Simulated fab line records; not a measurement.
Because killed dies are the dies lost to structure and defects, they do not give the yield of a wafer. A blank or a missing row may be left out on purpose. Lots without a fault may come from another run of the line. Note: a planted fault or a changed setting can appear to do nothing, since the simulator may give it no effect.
fab line records || flow sfq_line
[record] {"lots": 6, "wafers": 18, "last_day": 100}
route steps=325 shown I2@117 M3@118
lots with no fault: from the same line, run without faults
start_h: start of the lot's first displayed wafer, in hours after the record's first day || wait_h: hours since the lot's step before || " as in the row above || L1.1+2: a row that stands for several wafers || - no value, or no start was given || * or withheld: withheld || < > ~ a bound
route shown NAME@n: names a module that has steps shown in the file, with the first one's number in the route || usual: mean/standard deviation taken from wafers without a fault || same: alike in all rows || chamber/n: place in a boat || sites: each site's reading || _std_site: the standard deviation of these || _edge_site: inner sites' mean taken away from outer sites' mean || radius_mm: how far each site lies from the wafer's centre || mask NAME#n: copy n || behind: the tool/chamber that last shaped the wafer || hold: why the lot went on hold/how many hours it stayed there/how the hold came to an end || device: transistor that didn't switch, given as n, p or np || end of line: at the end of the route, the tests of the same wafers || for a step that has no rows: nothing shown but its recipe || killed: at the first sort, the dies lost to defects and structure; wafer yield is something else || map: per-die view of a wafer (x killed, . not killed, _ where there is no die)
set.NAME: the run value of the setting; set.NAME@STEP: its run value at that earlier step || model.NAME: the simulator's own value behind a step, which no gauge read
certain route steps with their lots: each step a table, each wafer a row
services: the hour from which a tool's chamber was out of use, counted from the record's first day as start_h (under 0 if before that day), plus the number of hours and why
[[steps]]
[step SFQ_TRILAYER_I2_VIA_STRIP_SOLV_CLEAN_072]
[recipe] {"chemistry": "NMP", "temp_c": 70, "time_s": 600}
[step SFQ_TRILAYER_M3_DEP_PRE_CLEAN_074]
[recipe] {"gas": "Ar", "time_s": 22.5, "bias_v": 250}
[step SFQ_TRILAYER_M3_DEP_SPUTTER_073]
[recipe] {"material": "Nb", "base_pressure_pa": 1.33e-06, "chamber_pressure_pa": 0.1333, "substrate_temp_c": 20, "resputter_cathode_voltage_v": 400, "target_thk_nm": 200, "power_w": 2000, "time_s": 133.3}
[usual] {"throttle_valve_pct": "30.0/1.2"}
[same] {"time_s": 133.3}
{"lot.wafer": "L921.2", "tool": "pvd_sputter-05", "chamber": "-", "start_h": 1065.86, "wait_h": 0.0, "throttle_valve_pct": 31.1}
{"lot.wafer": "L921.4", "tool": "pvd_sputter-05", "chamber": "-", "start_h": 1065.86, "wait_h": 0.0, "throttle_valve_pct": 31.0}
{"lot.wafer": "L921.6", "tool": "pvd_sputter-05", "chamber": "-", "start_h": 1065.86, "wait_h": 0.0, "throttle_valve_pct": 31.5}
{"lot.wafer": "L925.2", "tool": "pvd_sputter-06", "chamber": "-", "start_h": 1098.22, "wait_h": 0.0, "throttle_valve_pct": 29.3}
{"lot.wafer": "L925.3", "tool": "pvd_sputter-06", "chamber": "-", "start_h": 1098.22, "wait_h": 0.0, "throttle_valve_pct": 29.9}
{"lot.wafer": "L925.6", "tool": "pvd_sputter-06", "chamber": "-", "start_h": 1098.22, "wait_h": 0.0, "throttle_valve_pct": 29.7}
{"lot.wafer": "L932.2", "tool": "pvd_sputter-06", "chamber": "-", "start_h": 1189.02, "wait_h": 0.0, "throttle_valve_pct": 30.2}
{"lot.wafer": "L932.4", "tool": "pvd_sputter-06", "chamber": "-", "start_h": 1189.02, "wait_h": 0.0, "throttle_valve_pct": 32.6}
{"lot.wafer": "L932.6", "tool": "pvd_sputter-06", "chamber": "-", "start_h": 1189.02, "wait_h": 0.0, "throttle_valve_pct": 30.3}
{"lot.wafer": "L933.2", "tool": "pvd_sputter-04", "chamber": "-", "start_h": 1193.82, "wait_h": 0.0, "throttle_valve_pct": 29.3}
{"lot.wafer": "L933.3", "tool": "pvd_sputter-04", "chamber": "-", "start_h": 1193.82, "wait_h": 0.0, "throttle_valve_pct": 28.7}
{"lot.wafer": "L933.4", "tool": "pvd_sputter-04", "chamber": "-", "start_h": 1193.82, "wait_h": 0.0, "throttle_valve_pct": 28.4}
{"lot.wafer": "L935.1", "tool": "pvd_sputter-04", "chamber": "-", "start_h": 1204.62, "wait_h": 0.0, "throttle_valve_pct": 30.6}
{"lot.wafer": "L935.5", "tool": "pvd_sputter-04", "chamber": "-", "start_h": 1204.62, "wait_h": 0.0, "throttle_valve_pct": 28.3}
{"lot.wafer": "L935.6", "tool": "pvd_sputter-04", "chamber": "-", "start_h": 1204.62, "wait_h": 0.0, "throttle_valve_pct": 30.3}
{"lot.wafer": "L941.1", "tool": "pvd_sputter-06", "chamber": "-", "start_h": 1245.55, "wait_h": 0.0, "throttle_valve_pct": 29.7}
{"lot.wafer": "L941.5", "tool": "pvd_sputter-06", "chamber": "-", "start_h": 1245.55, "wait_h": 0.0, "throttle_valve_pct": 29.4}
{"lot.wafer": "L941.6", "tool": "pvd_sputter-06", "chamber": "-", "start_h": 1245.55, "wait_h": 0.0, "throttle_valve_pct": 32.3}
[step SFQ_M3_RS_MEAS_919]
[recipe] {"thk_meas_gauge": "four-point-probe", "reads": "Nb_of_TRILAYER_M3_DEP_SPUTTER_073"}
[usual] {"M3_NB_RS": "0.889/0.01"}
{"lot.wafer": "L921.2", "tool": "film_metro-04", "chamber": "-", "start_h": 1065.97, "wait_h": 0.1, "M3_NB_RS[ohm/sq]": 0.894}
{"lot.wafer": "L921.4", "tool": "film_metro-04", "chamber": "-", "start_h": 1065.97, "wait_h": 0.1, "M3_NB_RS[ohm/sq]": 0.894}
{"lot.wafer": "L921.6", "tool": "film_metro-04", "chamber": "-", "start_h": 1065.97, "wait_h": 0.1, "M3_NB_RS[ohm/sq]": 0.890}
{"lot.wafer": "L925.2", "tool": "film_metro-04", "chamber": "-", "start_h": 1098.33, "wait_h": 0.1, "M3_NB_RS[ohm/sq]": 0.882}
{"lot.wafer": "L925.3", "tool": "film_metro-04", "chamber": "-", "start_h": 1098.33, "wait_h": 0.1, "M3_NB_RS[ohm/sq]": 0.889}
{"lot.wafer": "L925.6", "tool": "film_metro-04", "chamber": "-", "start_h": 1098.33, "wait_h": 0.1, "M3_NB_RS[ohm/sq]": 0.898}
{"lot.wafer": "L932.2", "tool": "film_metro-01", "chamber": "-", "start_h": 1189.13, "wait_h": 0.1, "M3_NB_RS[ohm/sq]": 0.891}
{"lot.wafer": "L932.4", "tool": "film_metro-01", "chamber": "-", "start_h": 1189.13, "wait_h": 0.1, "M3_NB_RS[ohm/sq]": 0.897}
{"lot.wafer": "L932.6", "tool": "film_metro-01", "chamber": "-", "start_h": 1189.13, "wait_h": 0.1, "M3_NB_RS[ohm/sq]": 0.891}
{"lot.wafer": "L933.2", "tool": "film_metro-01", "chamber": "-", "start_h": 1193.93, "wait_h": 0.1, "M3_NB_RS[ohm/sq]": 0.877}
{"lot.wafer": "L933.3", "tool": "film_metro-01", "chamber": "-", "start_h": 1193.93, "wait_h": 0.1, "M3_NB_RS[ohm/sq]": 0.877}
{"lot.wafer": "L933.4", "tool": "film_metro-01", "chamber": "-", "start_h": 1193.93, "wait_h": 0.1, "M3_NB_RS[ohm/sq]": 0.870}
{"lot.wafer": "L935.1", "tool": "film_metro-03", "chamber": "-", "start_h": 1204.71, "wait_h": 0.0, "M3_NB_RS[ohm/sq]": 0.865}
{"lot.wafer": "L935.5", "tool": "film_metro-03", "chamber": "-", "start_h": 1204.71, "wait_h": 0.0, "M3_NB_RS[ohm/sq]": 0.870}
{"lot.wafer": "L935.6", "tool": "film_metro-03", "chamber": "-", "start_h": 1204.71, "wait_h": 0.0, "M3_NB_RS[ohm/sq]": 0.869}
{"lot.wafer": "L941.1", "tool": "film_metro-03", "chamber": "-", "start_h": 1245.64, "wait_h": 0.0, "M3_NB_RS[ohm/sq]": 0.901}
{"lot.wafer": "L941.5", "tool": "film_metro-03", "chamber": "-", "start_h": 1245.64, "wait_h": 0.0, "M3_NB_RS[ohm/sq]": 0.898}
{"lot.wafer": "L941.6", "tool": "film_metro-03", "chamber": "-", "start_h": 1245.64, "wait_h": 0.0, "M3_NB_RS[ohm/sq]": 0.906}
[step SFQ_TRILAYER_M3_LITHO_COAT_080]
[recipe] {"resist": "BARC", "spin_rpm": 3000, "resist_thk_nm": 62}
[step SFQ_TRILAYER_M3_LITHO_COAT_075]
[recipe] {"resist": "KrF", "spin_rpm": 3000, "resist_thk_nm": 600}
[step SFQ_TRILAYER_M3_LITHO_SOFTBAKE_079]
[recipe] {"temp_c": "withheld", "time_s": "withheld", "resist": "KrF"}
[step SFQ_TRILAYER_M3_LITHO_EXPOSE_076]
[recipe] {"mask_id": "M3", "na": 0.6, "source_shape": "conventional", "sigma_outer": 0.65, "target_cd_nm": 500, "dose_mj": 14.4}
[step SFQ_TRILAYER_M3_LITHO_PEB_078]
[recipe] {"peb_temp_c": 115, "peb_time_s": 60, "resist": "KrF"}
[step SFQ_TRILAYER_M3_LITHO_DEVELOP_077]
[recipe] {"time_s": 60, "resist": "KrF"}
[step SFQ_M3_OVL_MEAS_921]
[usual] {"M3_OVL": "1/5.9"}
{"lot.wafer": "L921.2", "tool": "overlay-02", "chamber": "-", "start_h": 1068.72, "wait_h": 0.1, "M3_OVL[nm]": -8}
{"lot.wafer": "L921.4", "tool": "overlay-02", "chamber": "-", "start_h": 1068.72, "wait_h": 0.1, "M3_OVL[nm]": -6}
{"lot.wafer": "L921.6", "tool": "overlay-02", "chamber": "-", "start_h": 1068.72, "wait_h": 0.1, "M3_OVL[nm]": -12}
{"lot.wafer": "L925.2", "tool": "overlay-02", "chamber": "-", "start_h": 1101.05, "wait_h": 0.1, "M3_OVL[nm]": 10}
{"lot.wafer": "L925.3", "tool": "overlay-02", "chamber": "-", "start_h": 1101.05, "wait_h": 0.1, "M3_OVL[nm]": 6}
{"lot.wafer": "L925.6", "tool": "overlay-02", "chamber": "-", "start_h": 1101.05, "wait_h": 0.1, "M3_OVL[nm]": 10}
{"lot.wafer": "L932.2", "tool": "overlay-02", "chamber": "-", "start_h": 1191.55, "wait_h": 0.1, "M3_OVL[nm]": 0}
{"lot.wafer": "L932.4", "tool": "overlay-02", "chamber": "-", "start_h": 1191.55, "wait_h": 0.1, "M3_OVL[nm]": -4}
{"lot.wafer": "L932.6", "tool": "overlay-02", "chamber": "-", "start_h": 1191.55, "wait_h": 0.1, "M3_OVL[nm]": -1}
{"lot.wafer": "L933.2", "tool": "overlay-01", "chamber": "-", "start_h": 1196.60, "wait_h": 0.1, "M3_OVL[nm]": 0}
{"lot.wafer": "L933.3", "tool": "overlay-01", "chamber": "-", "start_h": 1196.60, "wait_h": 0.1, "M3_OVL[nm]": 8}
{"lot.wafer": "L933.4", "tool": "overlay-01", "chamber": "-", "start_h": 1196.60, "wait_h": 0.1, "M3_OVL[nm]": -2}
{"lot.wafer": "L935.1", "tool": "overlay-02", "chamber": "-", "start_h": 1208.55, "wait_h": 0.1, "M3_OVL[nm]": 3}
{"lot.wafer": "L935.5", "tool": "overlay-02", "chamber": "-", "start_h": 1208.55, "wait_h": 0.1, "M3_OVL[nm]": 5}
{"lot.wafer": "L935.6", "tool": "overlay-02", "chamber": "-", "start_h": 1208.55, "wait_h": 0.1, "M3_OVL[nm]": -2}
{"lot.wafer": "L941.1", "tool": "overlay-01", "chamber": "-", "start_h": 1248.79, "wait_h": 0.1, "M3_OVL[nm]": -8}
{"lot.wafer": "L941.5", "tool": "overlay-01", "chamber": "-", "start_h": 1248.79, "wait_h": 0.1, "M3_OVL[nm]": -5}
{"lot.wafer": "L941.6", "tool": "overlay-01", "chamber": "-", "start_h": 1248.79, "wait_h": 0.1, "M3_OVL[nm]": -6}
[step SFQ_TRILAYER_M3_BARC_OPEN_METAL_ETCH_100]
[recipe] {"mask_material": "PR", "chemistry": "O2", "target_depth_nm": 125, "target": "BARC", "icp_w": 600, "bias_w": 80, "pressure_mtorr": 10, "time_s": 41.7}
[usual] {"drypump_motor_current_A": "5.9/0.45", "oes_product_au": "0.685/0.0046"}
[same] {"time_s": 41.7}
{"lot.wafer": "L921.2", "tool": "rie_metal-03", "chamber": 1, "start_h": 1068.75, "wait_h": 0.0, "drypump_motor_current_A": 5.2, "oes_product_au": 0.678, "rf_hours_counter_h": 2, "model.KrF_of_TRILAYER_M3_LITHO_COAT_075.thk_nm": 521.4}
{"lot.wafer": "L921.4", "tool": "rie_metal-03", "chamber": 1, "start_h": 1068.75, "wait_h": 0.0, "drypump_motor_current_A": 5.3, "oes_product_au": 0.685, "rf_hours_counter_h": "-", "model.KrF_of_TRILAYER_M3_LITHO_COAT_075.thk_nm": 523.1}
{"lot.wafer": "L921.6", "tool": "rie_metal-03", "chamber": 1, "start_h": 1068.75, "wait_h": 0.0, "drypump_motor_current_A": 5.2, "oes_product_au": 0.689, "rf_hours_counter_h": "-", "model.KrF_of_TRILAYER_M3_LITHO_COAT_075.thk_nm": 522.3}
{"lot.wafer": "L925.2", "tool": "rie_metal-02", "chamber": 0, "start_h": 1101.08, "wait_h": 0.0, "drypump_motor_current_A": 5.6, "oes_product_au": 0.687, "rf_hours_counter_h": 31, "model.KrF_of_TRILAYER_M3_LITHO_COAT_075.thk_nm": 522.5}
{"lot.wafer": "L925.3", "tool": "rie_metal-02", "chamber": 1, "start_h": 1101.08, "wait_h": 0.0, "drypump_motor_current_A": 6.3, "oes_product_au": 0.683, "rf_hours_counter_h": "-", "model.KrF_of_TRILAYER_M3_LITHO_COAT_075.thk_nm": 523.6}
{"lot.wafer": "L925.6", "tool": "rie_metal-02", "chamber": 0, "start_h": 1101.08, "wait_h": 0.0, "drypump_motor_current_A": 5.6, "oes_product_au": 0.692, "rf_hours_counter_h": "-", "model.KrF_of_TRILAYER_M3_LITHO_COAT_075.thk_nm": 522.1}
{"lot.wafer": "L932.2", "tool": "rie_metal-03", "chamber": 1, "start_h": 1191.58, "wait_h": 0.0, "drypump_motor_current_A": 5.2, "oes_product_au": 0.676, "rf_hours_counter_h": 15, "model.KrF_of_TRILAYER_M3_LITHO_COAT_075.thk_nm": 535.5}
{"lot.wafer": "L932.4", "tool": "rie_metal-03", "chamber": 0, "start_h": 1191.58, "wait_h": 0.0, "drypump_motor_current_A": 6.0, "oes_product_au": 0.690, "rf_hours_counter_h": "-", "model.KrF_of_TRILAYER_M3_LITHO_COAT_075.thk_nm": 535.8}
{"lot.wafer": "L932.6", "tool": "rie_metal-03", "chamber": 0, "start_h": 1191.58, "wait_h": 0.0, "drypump_motor_current_A": 6.0, "oes_product_au": 0.686, "rf_hours_counter_h": "-", "model.KrF_of_TRILAYER_M3_LITHO_COAT_075.thk_nm": 535.3}
{"lot.wafer": "L933.2", "tool": "rie_metal-03", "chamber": 0, "start_h": 1196.63, "wait_h": 0.0, "drypump_motor_current_A": 6.0, "oes_product_au": 0.674, "rf_hours_counter_h": 102, "model.KrF_of_TRILAYER_M3_LITHO_COAT_075.thk_nm": 536.6}
{"lot.wafer": "L933.3", "tool": "rie_metal-03", "chamber": 1, "start_h": 1196.63, "wait_h": 0.0, "drypump_motor_current_A": 5.2, "oes_product_au": 0.681, "rf_hours_counter_h": "-", "model.KrF_of_TRILAYER_M3_LITHO_COAT_075.thk_nm": 534.6}
{"lot.wafer": "L933.4", "tool": "rie_metal-03", "chamber": 0, "start_h": 1196.63, "wait_h": 0.0, "drypump_motor_current_A": 6.0, "oes_product_au": 0.677, "rf_hours_counter_h": "-", "model.KrF_of_TRILAYER_M3_LITHO_COAT_075.thk_nm": 532.2}
{"lot.wafer": "L935.1", "tool": "rie_metal-04", "chamber": 0, "start_h": 1208.59, "wait_h": 0.0, "drypump_motor_current_A": 6.6, "oes_product_au": 0.681, "rf_hours_counter_h": 80, "model.KrF_of_TRILAYER_M3_LITHO_COAT_075.thk_nm": 519.4}
{"lot.wafer": "L935.5", "tool": "rie_metal-04", "chamber": 1, "start_h": 1208.59, "wait_h": 0.0, "drypump_motor_current_A": 6.1, "oes_product_au": 0.682, "rf_hours_counter_h": "-", "model.KrF_of_TRILAYER_M3_LITHO_COAT_075.thk_nm": 521.6}
{"lot.wafer": "L935.6", "tool": "rie_metal-04", "chamber": 0, "start_h": 1208.59, "wait_h": 0.0, "drypump_motor_current_A": 6.6, "oes_product_au": 0.685, "rf_hours_counter_h": "-", "model.KrF_of_TRILAYER_M3_LITHO_COAT_075.thk_nm": 523.2}
{"lot.wafer": "L941.1", "tool": "rie_metal-04", "chamber": 0, "start_h": 1248.83, "wait_h": 0.0, "drypump_motor_current_A": 6.7, "oes_product_au": 0.683, "rf_hours_counter_h": 86, "model.KrF_of_TRILAYER_M3_LITHO_COAT_075.thk_nm": 523.9}
{"lot.wafer": "L941.5", "tool": "rie_metal-04", "chamber": 0, "start_h": 1248.83, "wait_h": 0.0, "drypump_motor_current_A": 6.7, "oes_product_au": 0.686, "rf_hours_counter_h": "-", "model.KrF_of_TRILAYER_M3_LITHO_COAT_075.thk_nm": 524.7}
{"lot.wafer": "L941.6", "tool": "rie_metal-04", "chamber": 1, "start_h": 1248.83, "wait_h": 0.0, "drypump_motor_current_A": 6.1, "oes_product_au": 0.690, "rf_hours_counter_h": "-", "model.KrF_of_TRILAYER_M3_LITHO_COAT_075.thk_nm": 520.8}
[step SFQ_TRILAYER_M3_ETCH_METAL_ETCH_078]
[recipe] {"target": "Nb", "stop_on": "SiO2", "mask_material": "PR", "chemistry": "Cl2/Ar", "target_depth_nm": 240, "icp_w": 600, "bias_w": 80, "pressure_mtorr": 10, "time_s": 120}
[usual] {"drypump_motor_current_A": "5.9/0.45", "oes_product_au": "0.895/0.007"}
[same] {"time_s": 120}
{"lot.wafer": "L921.2", "tool": "rie_metal-03", "chamber": 1, "start_h": 1068.81, "wait_h": 0.0, "drypump_motor_current_A": 5.3, "oes_product_au": 0.892, "rf_hours_counter_h": 2, "model.KrF_of_TRILAYER_M3_LITHO_COAT_075.thk_nm": 383.4}
{"lot.wafer": "L921.4", "tool": "rie_metal-03", "chamber": 1, "start_h": 1068.81, "wait_h": 0.0, "drypump_motor_current_A": 5.3, "oes_product_au": 0.889, "rf_hours_counter_h": "-", "model.KrF_of_TRILAYER_M3_LITHO_COAT_075.thk_nm": 384.3}
{"lot.wafer": "L921.6", "tool": "rie_metal-03", "chamber": 1, "start_h": 1068.81, "wait_h": 0.0, "drypump_motor_current_A": 5.2, "oes_product_au": 0.893, "rf_hours_counter_h": "-", "model.KrF_of_TRILAYER_M3_LITHO_COAT_075.thk_nm": 384.7}
{"lot.wafer": "L925.2", "tool": "rie_metal-02", "chamber": 0, "start_h": 1101.14, "wait_h": 0.0, "drypump_motor_current_A": 5.6, "oes_product_au": 0.896, "rf_hours_counter_h": 31, "model.KrF_of_TRILAYER_M3_LITHO_COAT_075.thk_nm": 380.7}
{"lot.wafer": "L925.3", "tool": "rie_metal-02", "chamber": 1, "start_h": 1101.14, "wait_h": 0.0, "drypump_motor_current_A": 6.3, "oes_product_au": 0.890, "rf_hours_counter_h": "-", "model.KrF_of_TRILAYER_M3_LITHO_COAT_075.thk_nm": 383.7}
{"lot.wafer": "L925.6", "tool": "rie_metal-02", "chamber": 0, "start_h": 1101.14, "wait_h": 0.0, "drypump_motor_current_A": 5.6, "oes_product_au": 0.888, "rf_hours_counter_h": "-", "model.KrF_of_TRILAYER_M3_LITHO_COAT_075.thk_nm": 380.5}
{"lot.wafer": "L932.2", "tool": "rie_metal-03", "chamber": 1, "start_h": 1191.64, "wait_h": 0.0, "drypump_motor_current_A": 5.3, "oes_product_au": 0.893, "rf_hours_counter_h": 15, "model.KrF_of_TRILAYER_M3_LITHO_COAT_075.thk_nm": 398.7}
{"lot.wafer": "L932.4", "tool": "rie_metal-03", "chamber": 0, "start_h": 1191.64, "wait_h": 0.0, "drypump_motor_current_A": 6.0, "oes_product_au": 0.894, "rf_hours_counter_h": "-", "model.KrF_of_TRILAYER_M3_LITHO_COAT_075.thk_nm": 395.1}
{"lot.wafer": "L932.6", "tool": "rie_metal-03", "chamber": 0, "start_h": 1191.64, "wait_h": 0.0, "drypump_motor_current_A": 6.0, "oes_product_au": 0.897, "rf_hours_counter_h": "-", "model.KrF_of_TRILAYER_M3_LITHO_COAT_075.thk_nm": 394.2}
{"lot.wafer": "L933.2", "tool": "rie_metal-03", "chamber": 0, "start_h": 1196.69, "wait_h": 0.0, "drypump_motor_current_A": 6.0, "oes_product_au": 0.901, "rf_hours_counter_h": 102, "model.KrF_of_TRILAYER_M3_LITHO_COAT_075.thk_nm": 394}
{"lot.wafer": "L933.3", "tool": "rie_metal-03", "chamber": 1, "start_h": 1196.69, "wait_h": 0.0, "drypump_motor_current_A": 5.3, "oes_product_au": 0.905, "rf_hours_counter_h": "-", "model.KrF_of_TRILAYER_M3_LITHO_COAT_075.thk_nm": 396.3}
{"lot.wafer": "L933.4", "tool": "rie_metal-03", "chamber": 0, "start_h": 1196.69, "wait_h": 0.0, "drypump_motor_current_A": 6.0, "oes_product_au": 0.903, "rf_hours_counter_h": "-", "model.KrF_of_TRILAYER_M3_LITHO_COAT_075.thk_nm": 389.8}
{"lot.wafer": "L935.1", "tool": "rie_metal-04", "chamber": 0, "start_h": 1208.65, "wait_h": 0.0, "drypump_motor_current_A": 6.7, "oes_product_au": 0.900, "rf_hours_counter_h": 80, "model.KrF_of_TRILAYER_M3_LITHO_COAT_075.thk_nm": 375.8}
{"lot.wafer": "L935.5", "tool": "rie_metal-04", "chamber": 1, "start_h": 1208.65, "wait_h": 0.0, "drypump_motor_current_A": 6.1, "oes_product_au": 0.900, "rf_hours_counter_h": "-", "model.KrF_of_TRILAYER_M3_LITHO_COAT_075.thk_nm": 377.7}
{"lot.wafer": "L935.6", "tool": "rie_metal-04", "chamber": 0, "start_h": 1208.65, "wait_h": 0.0, "drypump_motor_current_A": 6.7, "oes_product_au": 0.908, "rf_hours_counter_h": "-", "model.KrF_of_TRILAYER_M3_LITHO_COAT_075.thk_nm": 379.9}
{"lot.wafer": "L941.1", "tool": "rie_metal-04", "chamber": 0, "start_h": 1248.89, "wait_h": 0.0, "drypump_motor_current_A": 6.7, "oes_product_au": 0.895, "rf_hours_counter_h": 86, "model.KrF_of_TRILAYER_M3_LITHO_COAT_075.thk_nm": 380.7}
{"lot.wafer": "L941.5", "tool": "rie_metal-04", "chamber": 0, "start_h": 1248.89, "wait_h": 0.0, "drypump_motor_current_A": 6.7, "oes_product_au": 0.890, "rf_hours_counter_h": "-", "model.KrF_of_TRILAYER_M3_LITHO_COAT_075.thk_nm": 381.8}
{"lot.wafer": "L941.6", "tool": "rie_metal-04", "chamber": 1, "start_h": 1248.89, "wait_h": 0.0, "drypump_motor_current_A": 6.1, "oes_product_au": 0.889, "rf_hours_counter_h": "-", "model.KrF_of_TRILAYER_M3_LITHO_COAT_075.thk_nm": 376.2}
[step SFQ_TRILAYER_M3_STRIP_STRIP_079]
[recipe] {"gas": "O2", "power_w": 200, "platen_temp_c": 40, "overash_fraction": 0.65, "chemistry": "O2", "pressure_mtorr": 50}
[usual] {"drypump_motor_current_A": "5.9/0.45", "oes_product_au": "0.999/0.011"}
{"lot.wafer": "L921.2", "tool": "rie_metal-03", "chamber": 1, "start_h": 1068.94, "wait_h": 0.1, "drypump_motor_current_A": 5.3, "oes_product_au": 0.982, "rf_hours_counter_h": 2}
{"lot.wafer": "L921.4", "tool": "rie_metal-03", "chamber": 1, "start_h": 1068.94, "wait_h": 0.1, "drypump_motor_current_A": 5.3, "oes_product_au": 0.975, "rf_hours_counter_h": "-"}
{"lot.wafer": "L921.6", "tool": "rie_metal-03", "chamber": 1, "start_h": 1068.94, "wait_h": 0.1, "drypump_motor_current_A": 5.3, "oes_product_au": 0.978, "rf_hours_counter_h": "-"}
{"lot.wafer": "L925.2", "tool": "rie_metal-02", "chamber": 0, "start_h": 1101.27, "wait_h": 0.1, "drypump_motor_current_A": 5.6, "oes_product_au": 1.013, "rf_hours_counter_h": 32}
{"lot.wafer": "L925.3", "tool": "rie_metal-02", "chamber": 1, "start_h": 1101.27, "wait_h": 0.1, "drypump_motor_current_A": 6.3, "oes_product_au": 1.003, "rf_hours_counter_h": "-"}
{"lot.wafer": "L925.6", "tool": "rie_metal-02", "chamber": 0, "start_h": 1101.27, "wait_h": 0.1, "drypump_motor_current_A": 5.6, "oes_product_au": 1.007, "rf_hours_counter_h": "-"}
{"lot.wafer": "L932.2", "tool": "rie_metal-03", "chamber": 1, "start_h": 1191.77, "wait_h": 0.1, "drypump_motor_current_A": 5.3, "oes_product_au": 0.965, "rf_hours_counter_h": 16}
{"lot.wafer": "L932.4", "tool": "rie_metal-03", "chamber": 0, "start_h": 1191.77, "wait_h": 0.1, "drypump_motor_current_A": 6.0, "oes_product_au": 0.994, "rf_hours_counter_h": "-"}
{"lot.wafer": "L932.6", "tool": "rie_metal-03", "chamber": 0, "start_h": 1191.77, "wait_h": 0.1, "drypump_motor_current_A": 6.0, "oes_product_au": 1.004, "rf_hours_counter_h": "-"}
{"lot.wafer": "L933.2", "tool": "rie_metal-03", "chamber": 0, "start_h": 1196.81, "wait_h": 0.1, "drypump_motor_current_A": 6.0, "oes_product_au": 1.003, "rf_hours_counter_h": 102}
{"lot.wafer": "L933.3", "tool": "rie_metal-03", "chamber": 1, "start_h": 1196.81, "wait_h": 0.1, "drypump_motor_current_A": 5.3, "oes_product_au": 0.986, "rf_hours_counter_h": "-"}
{"lot.wafer": "L933.4", "tool": "rie_metal-03", "chamber": 0, "start_h": 1196.81, "wait_h": 0.1, "drypump_motor_current_A": 6.0, "oes_product_au": 1.002, "rf_hours_counter_h": "-"}
{"lot.wafer": "L935.1", "tool": "rie_metal-04", "chamber": 0, "start_h": 1208.77, "wait_h": 0.1, "drypump_motor_current_A": 6.7, "oes_product_au": 1.002, "rf_hours_counter_h": 80}
{"lot.wafer": "L935.5", "tool": "rie_metal-04", "chamber": 1, "start_h": 1208.77, "wait_h": 0.1, "drypump_motor_current_A": 6.1, "oes_product_au": 1.009, "rf_hours_counter_h": "-"}
{"lot.wafer": "L935.6", "tool": "rie_metal-04", "chamber": 0, "start_h": 1208.77, "wait_h": 0.1, "drypump_motor_current_A": 6.7, "oes_product_au": 1.007, "rf_hours_counter_h": "-"}
{"lot.wafer": "L941.1", "tool": "rie_metal-04", "chamber": 0, "start_h": 1249.02, "wait_h": 0.1, "drypump_motor_current_A": 6.7, "oes_product_au": 1.012, "rf_hours_counter_h": 86}
{"lot.wafer": "L941.5", "tool": "rie_metal-04", "chamber": 0, "start_h": 1249.02, "wait_h": 0.1, "drypump_motor_current_A": 6.7, "oes_product_au": 1.004, "rf_hours_counter_h": "-"}
{"lot.wafer": "L941.6", "tool": "rie_metal-04", "chamber": 1, "start_h": 1249.02, "wait_h": 0.1, "drypump_motor_current_A": 6.1, "oes_product_au": 1.016, "rf_hours_counter_h": "-"}
[[services]]
{"tool": "rie_metal-02", "chamber": "-", "start_h": 1052.81, "hours": 0.2, "kind": "repair"}
{"tool": "pvd_sputter-06", "chamber": "-", "start_h": 1058.42, "hours": 2.3, "kind": "repair"}
{"tool": "pvd_sputter-04", "chamber": "-", "start_h": 1082.85, "hours": 3.3, "kind": "repair"}
{"tool": "pvd_sputter-05", "chamber": "-", "start_h": 1131.48, "hours": 11.2, "kind": "repair"}
{"tool": "rie_metal-02", "chamber": "-", "start_h": 1136.61, "hours": 0.9, "kind": "repair"}
{"tool": "rie_metal-03", "chamber": 0, "start_h": 1210.48, "hours": "-", "kind": "clean"}
{"tool": "rie_metal-03", "chamber": 0, "start_h": 1210.48, "hours": "-", "kind": "consumable_replace:focus_ring"}
{"tool": "rie_metal-03", "chamber": 0, "start_h": 1210.48, "hours": 12.9, "kind": "scheduled_down"}
{"tool": "rie_metal-03", "chamber": 0, "start_h": 1210.48, "hours": 12.9, "kind": "vent_cycle"}
{"tool": "pvd_sputter-04", "chamber": "-", "start_h": 1216.07, "hours": 9.5, "kind": "repair"}
[[key]]
first_sign none at tools or gauges
[model_effect] {"step": "SFQ_TRILAYER_M3_BARC_OPEN_METAL_ETCH_100", "value": "KrF_of_TRILAYER_M3_LITHO_COAT_075.thk_nm", "without": 523.8, "struck": 535}
[model_effect] {"step": "SFQ_TRILAYER_M3_ETCH_METAL_ETCH_078", "value": "KrF_of_TRILAYER_M3_LITHO_COAT_075.thk_nm", "without": 383.5, "struck": 394.7}
met_at SFQ_TRILAYER_M3_BARC_OPEN_METAL_ETCH_100
struck_wafers L932.2,L932.4,L932.6,L933.2,L933.3,L933.4
onset_between 1068.75 1191.58
[fault] {"kind": "process_parameter_drift", "tool": "rie_metal-03", "chamber": "-", "onset_h": 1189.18, "steps": "SFQ_TRILAYER_M3_BARC_OPEN_METAL_ETCH_100", "channel": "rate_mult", "offset": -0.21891, "shape": "step", "end_h": 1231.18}
